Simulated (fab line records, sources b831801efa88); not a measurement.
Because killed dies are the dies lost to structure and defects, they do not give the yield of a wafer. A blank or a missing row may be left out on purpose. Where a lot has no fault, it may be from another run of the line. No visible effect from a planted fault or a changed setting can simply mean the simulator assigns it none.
Which of the tools did it? || flow sky130 || 9 lots with 27 wafers sampled at 6 steps, on a route of 708 steps

WHAT THE GAUGES READ, wafer by wafer
SKY_CAPM_RS_MEAS_03: the measuring method here is four-point-probe. Usual: CAPM_TIN_RS typically reads 6.91 ohm/sq, with standard deviation 0.078.
{"lot": "L869", "measured": "day 35 15:41", "on": "film_metro-02", "CAPM_TIN_RS (ohm/sq)": "6.94 6.91 6.97", "flag": ""}
{"lot": "L870", "measured": "day 36 22:53", "on": "film_metro-01", "CAPM_TIN_RS (ohm/sq)": "6.92 6.87 6.94", "flag": ""}
{"lot": "L872", "measured": "day 37 13:10", "on": "film_metro-01", "CAPM_TIN_RS (ohm/sq)": "6.94 7.00 6.88", "flag": ""}
{"lot": "L875", "measured": "day 38 03:38", "on": "film_metro-01", "CAPM_TIN_RS (ohm/sq)": "6.81 6.78 6.83", "flag": ""}
{"lot": "L876", "measured": "day 38 07:29", "on": "film_metro-03", "CAPM_TIN_RS (ohm/sq)": "6.98 6.96 6.96", "flag": ""}
{"lot": "L877", "measured": "day 38 13:07", "on": "film_metro-02", "CAPM_TIN_RS (ohm/sq)": "6.90 6.95 6.87", "flag": ""}
{"lot": "L878", "measured": "day 38 19:39", "on": "film_metro-02", "CAPM_TIN_RS (ohm/sq)": "6.81 6.91 6.95", "flag": ""}
{"lot": "L883", "measured": "day 40 04:51", "on": "film_metro-01", "CAPM_TIN_RS (ohm/sq)": "6.84 6.83 16.24", "flag": "OFF"}
{"lot": "L892", "measured": "day 43 04:59", "on": "film_metro-03", "CAPM_TIN_RS (ohm/sq)": "6.92 6.87 6.90", "flag": ""}

SKY_CAPM_THK_MEAS_04: measures by xrf. Usual: CAPM_TIN_THK typically reads 201.6 nm, with standard deviation 2.4.
{"lot": "L869", "measured": "day 35 15:47", "on": "film_metro-02", "CAPM_TIN_THK (nm)": "200.7 201.5 199.3", "flag": ""}
{"lot": "L870", "measured": "day 36 22:59", "on": "film_metro-01", "CAPM_TIN_THK (nm)": "203.1 204.7 202.3", "flag": ""}
{"lot": "L872", "measured": "day 37 13:17", "on": "film_metro-01", "CAPM_TIN_THK (nm)": "203.0 200.5 204.2", "flag": ""}
{"lot": "L875", "measured": "day 38 03:45", "on": "film_metro-01", "CAPM_TIN_THK (nm)": "204.9 206.1 203.9", "flag": ""}
{"lot": "L876", "measured": "day 38 07:35", "on": "film_metro-03", "CAPM_TIN_THK (nm)": "199.8 201.1 200.7", "flag": ""}
{"lot": "L877", "measured": "day 38 13:14", "on": "film_metro-02", "CAPM_TIN_THK (nm)": "200.2 198.8 201.2", "flag": ""}
{"lot": "L878", "measured": "day 38 19:45", "on": "film_metro-02", "CAPM_TIN_THK (nm)": "203.2 200.9 199.3", "flag": ""}
{"lot": "L883", "measured": "day 40 04:57", "on": "film_metro-01", "CAPM_TIN_THK (nm)": "203.5 204.3 88.2", "flag": "OFF"}
{"lot": "L892", "measured": "day 43 05:05", "on": "film_metro-03", "CAPM_TIN_THK (nm)": "201.0 202.8 200.7", "flag": ""}

TOOL THAT RAN EACH LOT (tool first, then ch and the chambers of the sampled wafers, then the start)
{"lot": "L869", "SKY_VIA2_CMP_24": "cmp-01 ch 1,2,3, day 35 15:04", "SKY_METAL3_SPUTTER_00": "pvd_sputter-01, day 35 15:19", "SKY_METAL3_SPUTTER_04": "pvd_sputter-01, day 35 15:25", "SKY_CAPM_SPUTTER_02": "pvd_sputter-02, day 35 15:33"}
{"lot": "L870", "SKY_VIA2_CMP_24": "cmp-02 ch 0,2, day 36 22:16", "SKY_METAL3_SPUTTER_00": "pvd_sputter-03, day 36 22:31", "SKY_METAL3_SPUTTER_04": "pvd_sputter-03, day 36 22:37", "SKY_CAPM_SPUTTER_02": "pvd_sputter-01, day 36 22:44"}
{"lot": "L872", "SKY_VIA2_CMP_24": "cmp-02 ch 1,2, day 37 12:31", "SKY_METAL3_SPUTTER_00": "pvd_sputter-02, day 37 12:49", "SKY_METAL3_SPUTTER_04": "pvd_sputter-02, day 37 12:55", "SKY_CAPM_SPUTTER_02": "pvd_sputter-04, day 37 13:03"}
{"lot": "L875", "SKY_VIA2_CMP_24": "cmp-02 ch 0,1,2, day 38 02:59", "SKY_METAL3_SPUTTER_00": "pvd_sputter-02, day 38 03:17", "SKY_METAL3_SPUTTER_04": "pvd_sputter-02, day 38 03:23", "SKY_CAPM_SPUTTER_02": "pvd_sputter-01, day 38 03:31"}
{"lot": "L876", "SKY_VIA2_CMP_24": "cmp-01 ch 1,2, day 38 06:51", "SKY_METAL3_SPUTTER_00": "pvd_sputter-02, day 38 07:07", "SKY_METAL3_SPUTTER_04": "pvd_sputter-02, day 38 07:13", "SKY_CAPM_SPUTTER_02": "pvd_sputter-04, day 38 07:21"}
{"lot": "L877", "SKY_VIA2_CMP_24": "cmp-01 ch 1,2,3, day 38 12:26", "SKY_METAL3_SPUTTER_00": "pvd_sputter-02, day 38 12:46", "SKY_METAL3_SPUTTER_04": "pvd_sputter-02, day 38 12:52", "SKY_CAPM_SPUTTER_02": "pvd_sputter-01, day 38 13:00"}
{"lot": "L878", "SKY_VIA2_CMP_24": "cmp-02 ch 0,3, day 38 18:58", "SKY_METAL3_SPUTTER_00": "pvd_sputter-03, day 38 19:16", "SKY_METAL3_SPUTTER_04": "pvd_sputter-03, day 38 19:22", "SKY_CAPM_SPUTTER_02": "pvd_sputter-04, day 38 19:30"}
{"lot": "L883", "SKY_VIA2_CMP_24": "cmp-01 ch 1,2, day 40 04:13", "SKY_METAL3_SPUTTER_00": "pvd_sputter-03, day 40 04:28", "SKY_METAL3_SPUTTER_04": "pvd_sputter-03, day 40 04:34", "SKY_CAPM_SPUTTER_02": "pvd_sputter-04, day 40 04:42"}
{"lot": "L892", "SKY_VIA2_CMP_24": "cmp-01 ch 0,1, day 43 04:19", "SKY_METAL3_SPUTTER_00": "pvd_sputter-02, day 43 04:37", "SKY_METAL3_SPUTTER_04": "pvd_sputter-02, day 43 04:43", "SKY_CAPM_SPUTTER_02": "pvd_sputter-01, day 43 04:51"}
- SKY_VIA2_CMP_24: polishes, stops on SiO2, t overpolish 20 s, target thk 0 nm.
- SKY_METAL3_SPUTTER_00: material Ti, target thk 15 nm, time 10 s.
- SKY_METAL3_SPUTTER_04: material TiN, target thk 70 nm, time 58.3 s.
- SKY_CAPM_SPUTTER_02: material TiN, target thk 200 nm, time 166.7 s.

WHAT THE TOOLS THEMSELVES READ (means of the sampled wafers that have a number; where no wafer has one, the mark that the record gives instead)
SKY_VIA2_CMP_24. Usual: motor_current_A 11.3 A, standard deviation 1.1; overpolish_run_s 20.001 s, standard deviation 0.009; time_to_endpoint_s 103 s, standard deviation 4.1.
{"lot": "L869", "tool": "cmp-01", "motor_current_A (A)": 11.3, "overpolish_run_s (s)": 20.002, "time_to_endpoint_s (s)": 101, "flag": ""}
{"lot": "L870", "tool": "cmp-02", "motor_current_A (A)": 10.1, "overpolish_run_s (s)": 19.995, "time_to_endpoint_s (s)": 99, "flag": ""}
{"lot": "L872", "tool": "cmp-02", "motor_current_A (A)": 10.5, "overpolish_run_s (s)": 20.006, "time_to_endpoint_s (s)": 108, "flag": ""}
{"lot": "L875", "tool": "cmp-02", "motor_current_A (A)": 10.2, "overpolish_run_s (s)": 19.994, "time_to_endpoint_s (s)": 100, "flag": ""}
{"lot": "L876", "tool": "cmp-01", "motor_current_A (A)": 12.4, "overpolish_run_s (s)": 19.995, "time_to_endpoint_s (s)": 104, "flag": ""}
{"lot": "L877", "tool": "cmp-01", "motor_current_A (A)": 11.7, "overpolish_run_s (s)": 20.010, "time_to_endpoint_s (s)": 104, "flag": ""}
{"lot": "L878", "tool": "cmp-02", "motor_current_A (A)": 11.0, "overpolish_run_s (s)": 20.001, "time_to_endpoint_s (s)": 98, "flag": ""}
{"lot": "L883", "tool": "cmp-01", "motor_current_A (A)": 12.7, "overpolish_run_s (s)": 20.003, "time_to_endpoint_s (s)": 107, "flag": ""}
{"lot": "L892", "tool": "cmp-01", "motor_current_A (A)": 11.0, "overpolish_run_s (s)": 20.006, "time_to_endpoint_s (s)": 105, "flag": ""}

SKY_METAL3_SPUTTER_00. Usual: cathode_dc_power_W 3000.1 W, standard deviation 0.61; throttle_valve_pct 30.1 %, standard deviation 1.5.
{"lot": "L869", "tool": "pvd_sputter-01", "cathode_dc_power_W (W)": 2999.8, "throttle_valve_pct (%)": 31.2, "flag": ""}
{"lot": "L870", "tool": "pvd_sputter-03", "cathode_dc_power_W (W)": 2999.5, "throttle_valve_pct (%)": 31.8, "flag": ""}
{"lot": "L872", "tool": "pvd_sputter-02", "cathode_dc_power_W (W)": 3000.1, "throttle_valve_pct (%)": 28.9, "flag": ""}
{"lot": "L875", "tool": "pvd_sputter-02", "cathode_dc_power_W (W)": 2999.9, "throttle_valve_pct (%)": 29.0, "flag": ""}
{"lot": "L876", "tool": "pvd_sputter-02", "cathode_dc_power_W (W)": 2999.8, "throttle_valve_pct (%)": 29.4, "flag": ""}
{"lot": "L877", "tool": "pvd_sputter-02", "cathode_dc_power_W (W)": 2999.8, "throttle_valve_pct (%)": 29.5, "flag": ""}
{"lot": "L878", "tool": "pvd_sputter-03", "cathode_dc_power_W (W)": 2999.7, "throttle_valve_pct (%)": 29.7, "flag": ""}
{"lot": "L883", "tool": "pvd_sputter-03", "cathode_dc_power_W (W)": 3000.4, "throttle_valve_pct (%)": 31.3, "flag": ""}
{"lot": "L892", "tool": "pvd_sputter-02", "cathode_dc_power_W (W)": 3000.1, "throttle_valve_pct (%)": 28.8, "flag": ""}

SKY_METAL3_SPUTTER_04. Usual: cathode_dc_power_W 6500.1 W, standard deviation 1.2; throttle_valve_pct 30.1 %, standard deviation 1.4.
{"lot": "L869", "tool": "pvd_sputter-01", "cathode_dc_power_W (W)": 6500.8, "throttle_valve_pct (%)": 31.4, "flag": ""}
{"lot": "L870", "tool": "pvd_sputter-03", "cathode_dc_power_W (W)": 6499.9, "throttle_valve_pct (%)": 31.9, "flag": ""}
{"lot": "L872", "tool": "pvd_sputter-02", "cathode_dc_power_W (W)": 6501.0, "throttle_valve_pct (%)": 28.9, "flag": ""}
{"lot": "L875", "tool": "pvd_sputter-02", "cathode_dc_power_W (W)": 6501.0, "throttle_valve_pct (%)": 28.8, "flag": ""}
{"lot": "L876", "tool": "pvd_sputter-02", "cathode_dc_power_W (W)": 6499.3, "throttle_valve_pct (%)": 29.4, "flag": ""}
{"lot": "L877", "tool": "pvd_sputter-02", "cathode_dc_power_W (W)": 6498.6, "throttle_valve_pct (%)": 29.5, "flag": ""}
{"lot": "L878", "tool": "pvd_sputter-03", "cathode_dc_power_W (W)": 6501.0, "throttle_valve_pct (%)": 29.8, "flag": ""}
{"lot": "L883", "tool": "pvd_sputter-03", "cathode_dc_power_W (W)": 6499.8, "throttle_valve_pct (%)": 31.2, "flag": ""}
{"lot": "L892", "tool": "pvd_sputter-02", "cathode_dc_power_W (W)": 6499.3, "throttle_valve_pct (%)": 29.1, "flag": ""}

SKY_CAPM_SPUTTER_02. Usual: cathode_dc_power_W 6499.8 W, standard deviation 1.1; throttle_valve_pct 30.1 %, standard deviation 1.1.
{"lot": "L869", "tool": "pvd_sputter-02", "cathode_dc_power_W (W)": 6499.8, "throttle_valve_pct (%)": 29.5, "flag": ""}
{"lot": "L870", "tool": "pvd_sputter-01", "cathode_dc_power_W (W)": 6500.0, "throttle_valve_pct (%)": 31.3, "flag": ""}
{"lot": "L872", "tool": "pvd_sputter-04", "cathode_dc_power_W (W)": 6500.3, "throttle_valve_pct (%)": 30.4, "flag": ""}
{"lot": "L875", "tool": "pvd_sputter-01", "cathode_dc_power_W (W)": 6499.9, "throttle_valve_pct (%)": 30.4, "flag": ""}
{"lot": "L876", "tool": "pvd_sputter-04", "cathode_dc_power_W (W)": 6499.8, "throttle_valve_pct (%)": 29.3, "flag": ""}
{"lot": "L877", "tool": "pvd_sputter-01", "cathode_dc_power_W (W)": 6498.9, "throttle_valve_pct (%)": 31.4, "flag": ""}
{"lot": "L878", "tool": "pvd_sputter-04", "cathode_dc_power_W (W)": 6499.9, "throttle_valve_pct (%)": 29.8, "flag": ""}
{"lot": "L883", "tool": "pvd_sputter-04", "cathode_dc_power_W (W)": 5253.4, "throttle_valve_pct (%)": 29.4, "flag": "OFF"}
{"lot": "L892", "tool": "pvd_sputter-01", "cathode_dc_power_W (W)": 6498.5, "throttle_valve_pct (%)": 30.3, "flag": ""}

THE ANSWER, worked out from the rows above alone
Rule: lot off if the mean of its wafers having a number is beyond 3 standard deviations from the usual mean. A lot without any number at a reading at which 4 lots or more have one is off too. Where the step has rows for the other lots, those lots are counted as sound. After the gauges, taken in route order, come the tools' own readings; for these a lot's mean is taken, as printed above. The first step at which some lot is off is used, and at that step the reading that is off furthest; a lot without a number counts as furthest.
Off: L883, at SKY_CAPM_RS_MEAS_03 (CAPM_TIN_RS).
If a tool, at a process step before that reading, ran all the lots that are off and no sound lot after the first of them, it fits. Not tried: the gauges at SKY_CAPM_RS_MEAS_03; whatever is off there is also off at SKY_CAPM_SPUTTER_02, on other tools, and gauge error can't account for it. Undecided on this evidence; 2 tools fit (pvd_sputter-03 at SKY_METAL3_SPUTTER_00 and SKY_METAL3_SPUTTER_04, pvd_sputter-04 at SKY_CAPM_SPUTTER_02).

WHAT HAD BEEN PUT IN BY THE SIMULATOR
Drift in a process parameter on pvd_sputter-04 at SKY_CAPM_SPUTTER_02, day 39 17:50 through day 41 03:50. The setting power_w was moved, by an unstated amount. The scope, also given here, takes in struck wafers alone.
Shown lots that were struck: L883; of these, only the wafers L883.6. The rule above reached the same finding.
